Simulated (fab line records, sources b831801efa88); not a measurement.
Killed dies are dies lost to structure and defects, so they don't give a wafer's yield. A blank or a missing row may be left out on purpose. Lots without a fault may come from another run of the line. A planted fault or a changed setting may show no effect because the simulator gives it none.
fab line records | flow gf180mcu | part 1 of 2: steps 1 to 25 of 36
record lots=5 wafers=15 last_day=33
route steps=602 shown PSD@259 NSD@262 SAB@264 SALICIDE@278 CONTACT@287
lots that met no fault: from a run of the same line without faults
start_h: hours from the record's first day to the start of the lot's first wafer shown | wait_h: hours since the lot's step before | " the same as in the row above | L1.1+2: a row that stands for several wafers | - no value, or no start given | * or withheld: withheld | < > ~ a bound
route shown NAME@n: a module of which the file shows steps, and the number in the route of the first | usual: mean/standard deviation of fault-free wafers | same: alike in all rows | chamber/n: place in a boat | sites: the reading at each site | _std_site: their standard deviation | _edge_site: outer sites' mean less inner sites' | radius_mm: how far each site lies from the wafer's centre | mask NAME#n: copy n | behind: the tool/chamber that last shaped the wafer | hold: why the lot was held/for how many hours/how that ended | device: the transistor (n, p or np) that didn't switch | end of line: the same wafers' tests at the end of the route | a step without rows: its recipe alone | killed: dies lost to structure and defects at the first sort, not the wafer's yield | map: a wafer's dies, x killed, . not, _ none there
set.NAME: the setting as run; set.NAME@STEP: as run at that earlier step | model.NAME: the simulator's own value behind a step, which no gauge read
lots at some steps of the route; a table a step, a row a wafer
services: from which hour (start_h, from the record's first day; less than 0 if before it) a tool's chamber was out of use, for how many hours, and why
## steps
# step GF_PSD_TW_MEAS_11
# usual PSD_TW=3156/51
# columns lot.wafer tool chamber start_h wait_h PSD_TW
L087.1 film_metro-01 - 429.83 0.1 3121
L087.4 " - " " 3131
L087.5 " - " " 3099
L089.2 film_metro-01 - 448.14 0.1 3097
L089.3 " - " " 3076
L089.4 " - " " 3101
L090.1 film_metro-02 - 453.26 0.1 3210
L090.3 " - " " 3220
L090.6 " - " " 3210
L091.1 film_metro-02 - 455.23 0.1 3214
L091.4 " - " " 3207
L091.5 " - " " 3233
L092.2 film_metro-02 - 468.24 0.1 3204
L092.4 " - " " 3194
L092.6 " - " " 3209
# step GF_PSD_CLEAN_12
# recipe chemistry=SC1/SC2 mix=1:4:20 temp_c=70 time_s=150 dry=n2_spin
# usual bath_heat_duty_pct=13.9/1.2
# columns lot.wafer tool chamber start_h wait_h bath_heat_duty_pct
L087.1 wet_bench-03 1 429.89 0.1 13.5
L087.4 " 1 " " 13.9
L087.5 " 1 " " 13.1
L089.2 wet_bench-01 1 448.19 0.0 13.8
L089.3 " 1 " " 13.3
L089.4 " 1 " " 14.5
L090.1 wet_bench-03 1 453.32 0.1 14.2
L090.3 " 1 " " 14.3
L090.6 " 1 " " 13.7
L091.1 wet_bench-03 3 455.29 0.1 14.1
L091.4 " 3 " " 13.6
L091.5 " 3 " " 14.4
L092.2 wet_bench-02 1 468.29 0.0 13.6
L092.4 " 1 " " 13.6
L092.6 " 1 " " 13.7
# step GF_PSD_RTA_13
# recipe temp_c=1025 time_s=20 ambient=N2
# usual lamp_power_pct=30.24/0.26 wafer_temp_C_max=1027.8/0.78
# columns lot.wafer tool chamber start_h wait_h lamp_power_pct wafer_temp_C_max
L087.1 rtp_anneal-02 0 429.95 0.0 30.46 1028.4
L087.4 " 0 " " 30.45 1027.5
L087.5 " 0 " " 30.48 1029.6
L089.2 rtp_anneal-02 0 448.26 0.0 30.53 1027.0
L089.3 " 0 " " 30.47 1027.7
L089.4 " 0 " " 30.43 1028.0
L090.1 rtp_anneal-02 0 453.38 0.0 30.46 1028.2
L090.3 " 0 " " 30.44 1028.5
L090.6 " 0 " " 30.47 1027.4
L091.1 rtp_anneal-02 0 455.35 0.0 30.53 1028.3
L091.4 " 0 " " 30.49 1028.0
L091.5 " 0 " " 30.48 1028.0
L092.2 rtp_anneal-02 0 468.35 0.0 30.42 1028.6
L092.4 " 0 " " 30.51 1029.8
L092.6 " 0 " " 30.43 1027.8
# step GF_PSD_RS_MEAS_14
# recipe thk_meas_gauge=four-point-probe
# usual NSD_RS=46.12/0.11
# columns lot.wafer tool chamber start_h wait_h NSD_RS[ohm/sq]
L087.1 film_metro-01 - 430.12 0.1 46.26
L087.4 " - " " 46.36
L087.5 " - " " 46.25
L089.2 film_metro-03 - 448.34 0.1 45.98
L089.3 " - " " 46.17
L089.4 " - " " 46.09
L090.1 film_metro-03 - 453.46 0.1 46.02
L090.3 " - " " 45.90
L090.6 " - " " 45.93
L091.1 film_metro-03 - 455.43 0.1 45.95
L091.4 " - " " 46.01
L091.5 " - " " 46.07
L092.2 film_metro-03 - 468.44 0.1 46.03
L092.4 " - " " 46.02
L092.6 " - " " 45.99
# step GF_PSD_RS_MEAS_15
# recipe thk_meas_gauge=four-point-probe
# usual PSD_RS=108.5/0.33
# columns lot.wafer tool chamber start_h wait_h PSD_RS[ohm/sq]
L087.1 film_metro-01 - 430.24 0.1 108.5
L087.4 " - " " 108.6
L087.5 " - " " 108.6
L089.2 film_metro-03 - 448.46 0.1 108.5
L089.3 " - " " 108.7
L089.4 " - " " 108.2
L090.1 film_metro-03 - 453.58 0.1 107.7
L090.3 " - " " 107.9
L090.6 " - " " 108.1
L091.1 film_metro-03 - 455.55 0.1 108.3
L091.4 " - " " 108.4
L091.5 " - " " 108.3
L092.2 film_metro-03 - 468.56 0.1 108.4
L092.4 " - " " 108.1
L092.6 " - " " 108.2
# step GF_SAB_CVD_00
# recipe material=SiO2 target_thk_nm=50 precursor=TEOS temp_c=400 time_s=4.9302 rf_w=600
# usual heater_power_w=673/120 susceptor_temp_C=400.01/0.22
# columns lot.wafer tool chamber start_h wait_h heater_power_w susceptor_temp_C
L087.1 pecvd-02 0 430.36 0.1 496 400.32
L087.4 " 0 " " 495 399.90
L087.5 " 2 " " 717 399.79
L089.2 pecvd-04 2 448.56 0.1 895 399.63
L089.3 " 1 " " 643 400.27
L089.4 " 0 " " 619 400.10
L090.1 pecvd-02 2 453.70 0.1 711 399.89
L090.3 " 0 " " 535 400.23
L090.6 " 0 " " 550 399.98
L091.1 pecvd-04 0 455.67 0.1 524 399.66
L091.4 " 1 " " 625 400.03
L091.5 " 0 " " 532 399.60
L092.2 pecvd-02 2 468.66 0.1 739 400.04
L092.4 " 0 " " 552 399.90
L092.6 " 1 " " 758 400.20
# step GF_SAB_THK_MEAS_01
# recipe reads=SiO2_of_SAB_CVD_00
# usual SAB_CVD_00_THK=49.9/0.64
# columns lot.wafer tool chamber start_h wait_h SAB_CVD_00_THK[nm]
L087.1 film_metro-04 - 430.38 0.0 49.7
L087.4 " - " " 49.6
L087.5 " - " " 50.1
L089.2 film_metro-02 - 448.59 0.0 50.2
L089.3 " - " " 49.8
L089.4 " - " " 51.0
L090.1 film_metro-03 - 453.72 0.0 49.6
L090.3 " - " " 48.8
L090.6 " - " " 50.0
L091.1 film_metro-03 - 455.73 0.1 49.8
L091.4 " - " " 50.4
L091.5 " - " " 50.6
L092.2 film_metro-02 - 468.69 0.0 49.7
L092.4 " - " " 49.3
L092.6 " - " " 49.1
# step GF_SAB_DEHYDRATE_02
# recipe temp_c=200 time_s=60
# usual exhaust_pa=44.9/0.83
# columns lot.wafer tool chamber start_h wait_h exhaust_pa
L087.1 litho_track-04 0 441.83 11.4 45.2
L087.4 " 0 " " 45.4
L087.5 " 0 " " 45.5
L089.2 litho_track-02 0 460.45 11.8 44.2
L089.3 " 0 " " 44.6
L089.4 " 0 " " 45.1
L090.1 litho_track-02 0 465.67 11.9 46.1
L090.3 " 0 " " 44.1
L090.6 " 0 " " 45.5
L091.1 litho_track-02 0 466.92 11.2 44.7
L091.4 " 0 " " 44.6
L091.5 " 0 " " 44.7
L092.2 litho_track-01 0 479.91 11.2 44.0
L092.4 " 0 " " 44.8
L092.6 " 0 " " 44.7
# step GF_SAB_HMDS_03
# recipe prime_time_s=60 prime_temp_c=120
# usual exhaust_pa=45.0/0.76
# columns lot.wafer tool chamber start_h wait_h exhaust_pa
L087.1 litho_track-04 0 441.98 0.1 44.3
L087.4 " 0 " " 45.1
L087.5 " 0 " " 44.7
L089.2 litho_track-02 0 460.60 0.1 45.1
L089.3 " 0 " " 45.7
L089.4 " 0 " " 45.4
L090.1 litho_track-02 0 465.82 0.1 44.2
L090.3 " 0 " " 44.6
L090.6 " 0 " " 43.7
L091.1 litho_track-02 0 467.07 0.1 44.8
L091.4 " 0 " " 44.0
L091.5 " 0 " " 45.1
L092.2 litho_track-01 0 480.06 0.1 44.2
L092.4 " 0 " " 45.2
L092.6 " 0 " " 44.5
# step GF_SAB_COAT_04
# recipe resist=NOVOLAK spin_rpm=3000 resist_thk_nm=1000
# usual exhaust_pa=44.8/0.93
# columns lot.wafer tool chamber start_h wait_h exhaust_pa
L087.1 litho_track-04 0 442.13 0.1 43.7
L087.4 " 0 " " 45.8
L087.5 " 0 " " 44.0
L089.2 litho_track-02 0 460.75 0.1 44.9
L089.3 " 0 " " 44.9
L089.4 " 0 " " 45.0
L090.1 litho_track-02 0 465.97 0.1 43.5
L090.3 " 0 " " 44.7
L090.6 " 0 " " 43.9
L091.1 litho_track-02 0 467.22 0.1 44.6
L091.4 " 0 " " 44.8
L091.5 " 0 " " 45.2
L092.2 litho_track-01 0 480.21 0.1 44.7
L092.4 " 0 " " 45.0
L092.6 " 0 " " 45.3
# step GF_SAB_SOFTBAKE_05
# recipe temp_c=90 time_s=60 resist=NOVOLAK
# usual exhaust_pa=44.9/0.88
# columns lot.wafer tool chamber start_h wait_h exhaust_pa
L087.1 litho_track-04 0 442.28 0.1 44.0
L087.4 " 0 " " 43.9
L087.5 " 0 " " 44.6
L089.2 litho_track-02 0 460.90 0.1 45.5
L089.3 " 0 " " 45.0
L089.4 " 0 " " 45.3
L090.1 litho_track-02 0 466.12 0.1 45.2
L090.3 " 0 " " 45.6
L090.6 " 0 " " 45.8
L091.1 litho_track-02 0 467.37 0.1 43.1
L091.4 " 0 " " 44.5
L091.5 " 0 " " 45.7
L092.2 litho_track-01 0 480.36 0.1 44.7
L092.4 " 0 " " 45.7
L092.6 " 0 " " 44.3
# step GF_SAB_EXPOSE_06
# recipe mask_id=SAB target_cd_nm=420 na=0.6 source_shape=conventional sigma_outer=0.6 dose_mj=140
# columns lot.wafer tool chamber start_h wait_h mask
L087.1+4+5 iline_stepper-02 0 - - SAB#0
L089.2+3+4 iline_stepper-02 0 - - SAB#0
L090.1+3+6 iline_stepper-01 0 - - SAB#0
L091.1+4+5 iline_stepper-02 0 - - SAB#0
L092.2+4+6 iline_stepper-01 0 - - SAB#0
# step GF_SAB_PEB_07
# recipe temp_c=withheld time_s=* resist=NOVOLAK
# usual exhaust_pa=45.2/0.84
# columns lot.wafer tool chamber start_h wait_h exhaust_pa
L087.1 litho_track-04 0 - - 44.3
L087.4 " 0 " " 44.9
L087.5 " 0 " " 45.0
L089.2 litho_track-04 0 - - 44.3
L089.3 " 0 " " 43.4
L089.4 " 0 " " 44.2
L090.1 litho_track-02 0 - - 45.6
L090.3 " 0 " " 45.7
L090.6 " 0 " " 45.6
L091.1 litho_track-01 0 - - 44.9
L091.4 " 0 " " 45.2
L091.5 " 0 " " 45.7
L092.2 litho_track-04 0 - - 45.2
L092.4 " 0 " " 45.7
L092.6 " 0 " " 46.1
# step GF_SAB_DEVELOP_08
# recipe develop_time_s=60 dev_temp_c=23
# usual exhaust_pa=45.2/0.88
# columns lot.wafer tool chamber start_h wait_h exhaust_pa
L087.1 litho_track-04 0 454.38 0.1 44.2
L087.4 " 0 " " 45.6
L087.5 " 0 " " 45.9
L089.2 litho_track-04 0 472.15 0.1 46.1
L089.3 " 0 " " 46.1
L089.4 " 0 " " 46.4
L090.1 litho_track-02 0 478.17 0.1 44.3
L090.3 " 0 " " 44.4
L090.6 " 0 " " 45.2
L091.1 litho_track-01 0 478.74 0.1 44.8
L091.4 " 0 " " 44.7
L091.5 " 0 " " 45.1
L092.2 litho_track-04 0 491.40 0.1 45.6
L092.4 " 0 " " 45.4
L092.6 " 0 " " 45.0
# step GF_SAB_CD_MEAS_09
# recipe target_cd_nm=420
# usual cd_nm=419.9/2.1
# columns lot.wafer tool chamber start_h wait_h cd_nm
L087.1 cd_sem-01 - 454.53 0.1 417.0
L087.4 " - " " 416.0
L087.5 " - " " 417.9
L089.2 cd_sem-01 - 472.30 0.1 418.0
L089.3 " - " " 419.4
L089.4 " - " " 416.7
L090.1 cd_sem-02 - 478.32 0.1 423.9
L090.3 " - " " 422.5
L090.6 " - " " 422.1
L091.1 cd_sem-01 - 478.89 0.1 423.0
L091.4 " - " " 422.0
L091.5 " - " " 420.3
L092.2 cd_sem-01 - 491.54 0.1 419.5
L092.4 " - " " 421.8
L092.6 " - " " 419.8
# step GF_SAB_OVL_MEAS_10
# usual SAB_OVL=-0.5/1.3
# columns lot.wafer tool chamber start_h wait_h SAB_OVL[nm]
L087.1 overlay-02 - 454.65 0.1 0.2
L087.4 " - " " -0.2
L087.5 " - " " 1.6
L089.2 overlay-01 - 472.40 0.1 -1.4
L089.3 " - " " 1.0
L089.4 " - " " 0.1
L090.1 overlay-01 - 478.44 0.1 -1.0
L090.3 " - " " -1.4
L090.6 " - " " -1.1
L091.1 overlay-02 - 479.01 0.1 0.2
L091.4 " - " " 0.5
L091.5 " - " " 0.8
L092.2 overlay-01 - 491.65 0.1 -0.4
L092.4 " - " " -1.3
L092.6 " - " " 1.3
# step GF_SAB_ETCH_11
# recipe chemistry=C4F8/O2/Ar mask_material=NOVOLAK target=SiO2 target_depth_nm=55 source_w=1500 bias_w=1200 pressure_mtorr=40 c4f8_flow_sccm=withheld O2_flow_sccm=6 Ar_flow_sccm=300 time_s=8.5
# usual oes_product_au=0.995/0.01
# columns lot.wafer tool chamber start_h wait_h oes_product_au rf_hours_counter_h
L087.1 rie_diel-02 1 454.68 0.0 1.008 8
L087.4 " 2 " " 1.015 16
L087.5 " 3 " " 0.996 -
L089.2 rie_diel-02 2 472.43 0.0 1.011 16
L089.3 " 0 " " 0.981 1
L089.4 " 3 " " 1.001 1
L090.1 rie_diel-04 3 478.48 0.0 0.983 31
L090.3 " 1 " " 1.003 34
L090.6 " 1 " " 0.995 -
L091.1 rie_diel-01 3 479.04 0.0 0.996 12
L091.4 " 0 " " 0.993 11
L091.5 " 2 " " 0.996 -
L092.2 rie_diel-04 1 491.68 0.0 0.988 35
L092.4 " 2 " " 1.002 51
L092.6 " 1 " " 0.999 -
# step GF_SAB_WET_ETCH_12
# recipe chemistry=dHF target_depth_nm=22 dry=n2_spin target=SiO2 temp_c=25 dilution=100:1 time_s=440
# usual bath_heat_duty_pct=6.2/0.67
# columns lot.wafer tool chamber start_h wait_h bath_heat_duty_pct
L087.1 wet_bench-01 2 454.70 0.0 7.0
L087.4 " 2 " " 6.9
L087.5 " 2 " " 6.3
L089.2 wet_bench-01 0 472.45 0.0 6.6
L089.3 " 0 " " 6.8
L089.4 " 0 " " 6.4
L090.1 wet_bench-02 2 478.50 0.0 6.3
L090.3 " 2 " " 6.7
L090.6 " 2 " " 6.2
L091.1 wet_bench-02 3 479.06 0.0 6.2
L091.4 " 3 " " 6.1
L091.5 " 3 " " 6.8
L092.2 wet_bench-04 1 491.70 0.0 5.6
L092.4 " 1 " " 5.7
L092.6 " 1 " " 4.9
# step GF_SAB_STRIP_13
# recipe chemistry=O2/N2 power_w=1400 pressure_mtorr=1500 platen_temp_c=250 o2_flow_sccm=3000 n2_flow_sccm=300 overash_fraction=0.5
# usual drypump_motor_current_A=5.9/0.58 heater_power_w=330/32 o2_flow_sccm=3001/11 oes_product_au=0.710/0.0044 strip_time_to_endpoint_s=12.60/0.033
# columns lot.wafer tool chamber start_h wait_h drypump_motor_current_A heater_power_w o2_flow_sccm oes_product_au rf_hours_counter_h strip_time_to_endpoint_s
L087.1 plasma_asher-01 1 454.85 0.0 6.6 321 2990 0.705 3 12.62
L087.4 " 0 " " 6.0 317 3014 0.704 - 12.60
L087.5 " 0 " " 5.9 329 2994 0.707 - 12.64
L089.2 plasma_asher-03 0 472.74 0.0 5.0 317 3007 0.716 66 12.65
L089.3 " 0 " " 5.0 319 3000 0.713 - 12.64
L089.4 " 1 " " 5.9 309 2992 0.716 - 12.64
L090.1 plasma_asher-03 1 478.63 0.0 5.9 325 2994 0.710 67 12.57
L090.3 " 0 " " 4.9 322 3001 0.705 - 12.63
L090.6 " 1 " " 5.9 320 2993 0.704 - 12.58
L091.1 plasma_asher-02 1 479.19 0.0 6.6 302 2994 0.696 34 12.62
L091.4 " 1 " " 6.6 314 3002 0.715 - 12.63
L091.5 " 0 " " 5.9 419 3018 0.710 - 12.61
L092.2 plasma_asher-03 0 491.96 0.0 5.0 324 2991 0.712 68 12.53
L092.4 " 0 " " 5.0 312 3004 0.711 - 12.57
L092.6 " 0 " " 5.0 316 3003 0.715 - 12.53
# step GF_SALICIDE_CLEAN_00
# recipe chemistry=SC1/SC2 mix=1:4:20 temp_c=70 time_s=150
# usual bath_heat_duty_pct=13.5/1.4
# columns lot.wafer tool chamber start_h wait_h bath_heat_duty_pct
L087.1 wet_bench-03 0 454.95 0.1 16.6
L087.4 " 0 " " 14.3
L087.5 " 0 " " 15.6
L089.2 wet_bench-03 3 472.84 0.1 13.1
L089.3 " 3 " " 13.6
L089.4 " 3 " " 15.2
L090.1 wet_bench-03 2 478.73 0.1 11.9
L090.3 " 2 " " 12.6
L090.6 " 2 " " 11.1
L091.1 wet_bench-01 1 479.29 0.1 13.3
L091.4 " 1 " " 14.5
L091.5 " 1 " " 13.7
L092.2 wet_bench-01 0 492.06 0.1 12.3
L092.4 " 0 " " 13.3
L092.6 " 0 " " 12.2
# step GF_SALICIDE_WET_ETCH_01
# recipe chemistry=dHF target_depth_nm=5 dry=ipa_marangoni target=SiO2 temp_c=25 dilution=100:1 time_s=100
# usual bath_heat_duty_pct=6.1/0.68
# columns lot.wafer tool chamber start_h wait_h bath_heat_duty_pct
L087.1 wet_bench-01 1 455.00 0.0 6.1
L087.4 " 1 " " 7.1
L087.5 " 1 " " 7.2
L089.2 wet_bench-04 1 472.90 0.0 5.2
L089.3 " 1 " " 5.0
L089.4 " 1 " " 5.2
L090.1 wet_bench-01 0 478.78 0.0 6.5
L090.3 " 0 " " 5.9
L090.6 " 0 " " 5.8
L091.1 wet_bench-04 0 479.40 0.0 5.4
L091.4 " 0 " " 6.1
L091.5 " 0 " " 4.6
L092.2 wet_bench-03 2 492.11 0.0 6.3
L092.4 " 2 " " 5.8
L092.6 " 2 " " 5.2
# step GF_SALICIDE_SPUTTER_02
# recipe material=Co target_thk_nm=10 power_w=1000 time_s=20 chamber_pressure_pa=0.4
# usual throttle_valve_pct=29.9/0.86
# columns lot.wafer tool chamber start_h wait_h throttle_valve_pct
L087.1 pvd_sputter-04 - 455.04 0.0 30.6
L087.4 " - " " 29.2
L087.5 " - " " 30.6
L089.2 pvd_sputter-02 - 472.93 0.0 30.3
L089.3 " - " " 29.2
L089.4 " - " " 30.1
L090.1 pvd_sputter-04 - 478.86 0.0 30.5
L090.3 " - " " 29.3
L090.6 " - " " 30.8
L091.1 pvd_sputter-01 - 479.44 0.0 30.5
L091.4 " - " " 30.0
L091.5 " - " " 29.2
L092.2 pvd_sputter-02 - 492.15 0.0 30.9
L092.4 " - " " 29.3
L092.6 " - " " 29.2
# step GF_SALICIDE_SPUTTER_03
# recipe material=TiN target_thk_nm=20 power_w=6500 time_s=16.7 chamber_pressure_pa=0.4
# usual throttle_valve_pct=29.9/0.85
# columns lot.wafer tool chamber start_h wait_h throttle_valve_pct
L087.1 pvd_sputter-04 - 455.07 0.0 30.6
L087.4 " - " " 29.1
L087.5 " - " " 30.8
L089.2 pvd_sputter-02 - 472.96 0.0 30.3
L089.3 " - " " 29.5
L089.4 " - " " 30.2
L090.1 pvd_sputter-04 - 478.88 0.0 30.7
L090.3 " - " " 29.1
L090.6 " - " " 30.7
L091.1 pvd_sputter-01 - 479.47 0.0 30.3
L091.4 " - " " 29.7
L091.5 " - " " 29.1
L092.2 pvd_sputter-02 - 492.18 0.0 31.3
L092.4 " - " " 29.1
L092.6 " - " " 29.5
# step GF_SALICIDE_RS_MEAS_04
# recipe thk_meas_gauge=four-point-probe reads=TiN_of_SALICIDE_SPUTTER_03+Co_of_SALICIDE_SPUTTER_02
# usual SALICIDE_TIN_RS=16.4/0.35
# columns lot.wafer tool chamber start_h wait_h SALICIDE_TIN_RS[ohm/sq]
L087.1 film_metro-01 - 455.09 0.0 16.2
L087.4 " - " " 16.0
L087.5 " - " " 16.5
L089.2 film_metro-04 - 473.01 0.0 16.6
L089.3 " - " " 16.3
L089.4 " - " " 16.5
L090.1 film_metro-03 - 478.91 0.0 16.4
L090.3 " - " " 16.3
L090.6 " - " " 16.2
L091.1 film_metro-04 - 479.49 0.0 15.7
L091.4 " - " " 15.9
L091.5 " - " " 16.0
L092.2 film_metro-01 - 492.22 0.0 16.4
L092.4 " - " " 16.8
L092.6 " - " " 16.5
# step GF_SALICIDE_THK_MEAS_05
# recipe thk_meas_gauge=xrf reads=TiN_of_SALICIDE_SPUTTER_03
# usual SALICIDE_TIN_THK=19.80/0.19
# columns lot.wafer tool chamber start_h wait_h SALICIDE_TIN_THK[nm]
L087.1 film_metro-01 - 455.21 0.1 19.87
L087.4 " - " " 20.15
L087.5 " - " " 19.90
L089.2 film_metro-04 - 473.12 0.1 19.72
L089.3 " - " " 19.77
L089.4 " - " " 19.55
L090.1 film_metro-03 - 479.03 0.1 19.82
L090.3 " - " " 20.05
L090.6 " - " " 19.91
L091.1 film_metro-04 - 479.61 0.1 19.64
L091.4 " - " " 19.76
L091.5 " - " " 19.68
L092.2 film_metro-01 - 492.33 0.1 20.05
L092.4 " - " " 19.91
L092.6 " - " " 19.74
